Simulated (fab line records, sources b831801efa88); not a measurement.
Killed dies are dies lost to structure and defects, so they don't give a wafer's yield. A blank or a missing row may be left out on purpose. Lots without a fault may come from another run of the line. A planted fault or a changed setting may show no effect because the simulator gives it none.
A struck lot beside a sound one | flow sfq_line | 21 steps out of a route of 325
Sound: wafers L836.3, L836.5, L836.6. Struck: wafers L854.3, L854.4, L854.6. The cause comes at the end.
At each step with rows: each side's tool, then ch and its chambers, then its first start. Under that, the readings that differ: sound wafers | struck wafers | difference of the means | sigmas: that difference in standard deviations of wafers without a fault.
alike: readings whose means differ by less than 2 such deviations, and words and numbers that are the same on both sides. not compared: withheld readings, readings that some wafer has no value for, bounds like >300 that may hide the same value, and numbers for which the record gives no deviation and whose values overlap.
The two part at a step that has a row with sigmas, a row that says differs or no value, or rows on one side only. Numbers that don't overlap but have no deviation are shown without sigmas and don't part them. A reading that every wafer of one side lacks parts them only if that side has two wafers or more.

SFQ_I4_OVL_MEAS_928:
  sound on overlay-02, day 47 15:05; struck on overlay-02, day 51 16:39
  alike: I4_OVL
SFQ_TRILAYER_I4_VIA_BARC_OPEN_VIA_ETCH_146: etches BARC in O2, target depth 125 nm, time 41.7 s.
  sound on rie_diel-03 ch 0,1,2, day 47 15:07; struck on rie_diel-02 ch 0,3, day 51 16:40
  alike: drypump_motor_current_A, oes_product_au
  not compared: rf_hours_counter_h
SFQ_TRILAYER_I4_VIA_ETCH_VIA_ETCH_106: etches SiO2 in CHF3, stops on Nb, target depth 260 nm.
  sound on rie_diel-03 ch 0,1,2, day 47 15:10; struck on rie_diel-02 ch 0,3, day 51 16:43
  alike: drypump_motor_current_A, oes_product_au
then, 4 steps without rows for these wafers: SFQ_TRILAYER_I4_VIA_STRIP_STRIP_107 (strips in O2); SFQ_TRILAYER_I4_VIA_STRIP_SOLV_CLEAN_108 (cleans in NMP, time 600 s); SFQ_TRILAYER_JJ_TRILAYER_DEP_PRE_CLEAN_113 (time 22.5 s); SFQ_TRILAYER_JJ_TRILAYER_DEP_SPUTTER_109 (material Nb, target thk 150 nm, time 100 s).
SFQ_TRILAYER_JJ_TRILAYER_DEP_SPUTTER_110: material Al, target thk 8 nm, time 10 s.
  sound on pvd_sputter-05, day 47 16:09; struck on pvd_sputter-05, day 51 17:42
  alike: throttle_valve_pct
then, 2 steps without rows for these wafers: SFQ_TRILAYER_JJ_TRILAYER_DEP_AL_OXIDATION_111 (oxidation time 600 s); SFQ_TRILAYER_JJ_TRILAYER_DEP_SPUTTER_112 (material Nb, target thk 170 nm, time 113.3 s).
SFQ_JJ_RS_MEAS_929: measures by four-point-probe.
  sound on film_metro-03, day 47 17:17; struck on film_metro-04, day 51 18:50
  alike: JJ_NB_RS
SFQ_TRILAYER_JJ_CE_LITHO_COAT_119: resist thk 62 nm.
  sound on litho_track-02 ch 0, day 47 17:32; struck on litho_track-02 ch 0, day 51 19:05
  reading                                                 | sound             | struck           | difference | sigmas
  model.BARC_of_TRILAYER_JJ_CE_LITHO_COAT_119.thk_nm (nm) | 62.05 62.09 62.07 | 65.43 65.6 65.46 | +3.43      |
  alike: chill_plate_temp_C
then, 5 steps without rows for these wafers: SFQ_TRILAYER_JJ_CE_LITHO_COAT_114 (resist thk 600 nm); SFQ_TRILAYER_JJ_CE_LITHO_SOFTBAKE_118; SFQ_TRILAYER_JJ_CE_LITHO_EXPOSE_115 (exposes mask J5, target cd 700 nm); SFQ_TRILAYER_JJ_CE_LITHO_PEB_117 (peb time 60 s); SFQ_TRILAYER_JJ_CE_LITHO_DEVELOP_116 (time 60 s).
-- the record jumps here: 5 days lie between the struck wafers' starts before and after --
SFQ_JJ_OVL_MEAS_931:
  sound on overlay-02, day 47 19:41; struck on overlay-01, day 56 16:50
  alike: J5_OVL
SFQ_TRILAYER_JJ_CE_METRO_MEASURE_117:
  sound on cd_sem-02, day 47 20:07; struck on cd_sem-02, day 56 17:16
  alike: cd_nm
SFQ_TRILAYER_JJ_CE_BARC_OPEN_RIE_150: chemistry O2, target BARC, target depth 240 nm, time 80 s.
  sound on rie_metal-03 ch 0,1, day 47 20:56; struck on rie_metal-02 ch 0,1, day 56 18:05
  reading                  | sound             | struck            | difference | sigmas
  oes_product_au (a.u.)    | 0.537 0.538 0.534 | 0.540 0.554 0.550 | +0.012     | +2
  model.etch.depth_nm (nm) | 62.05 62.09 62.07 | 65.43 65.6 65.46  | +3.43      |
  alike: drypump_motor_current_A
  not compared: rf_hours_counter_h
SFQ_TRILAYER_JJ_CE_ETCH_RIE_118: chemistry SF6, target Nb, stops on Al2O3, time 97.7 s, target depth 170 nm.
  sound on rie_metal-03 ch 0,1, day 47 21:02; struck on rie_metal-02 ch 0,1, day 56 18:11
  alike: drypump_motor_current_A, oes_product_au
  not compared: rf_hours_counter_h

WHERE THEY PART
Only at SFQ_TRILAYER_JJ_CE_BARC_OPEN_RIE_150, within this record. Later steps at which nothing parts them and some readings are alike: SFQ_TRILAYER_JJ_CE_ETCH_RIE_118.

WHY: what the simulator had put in
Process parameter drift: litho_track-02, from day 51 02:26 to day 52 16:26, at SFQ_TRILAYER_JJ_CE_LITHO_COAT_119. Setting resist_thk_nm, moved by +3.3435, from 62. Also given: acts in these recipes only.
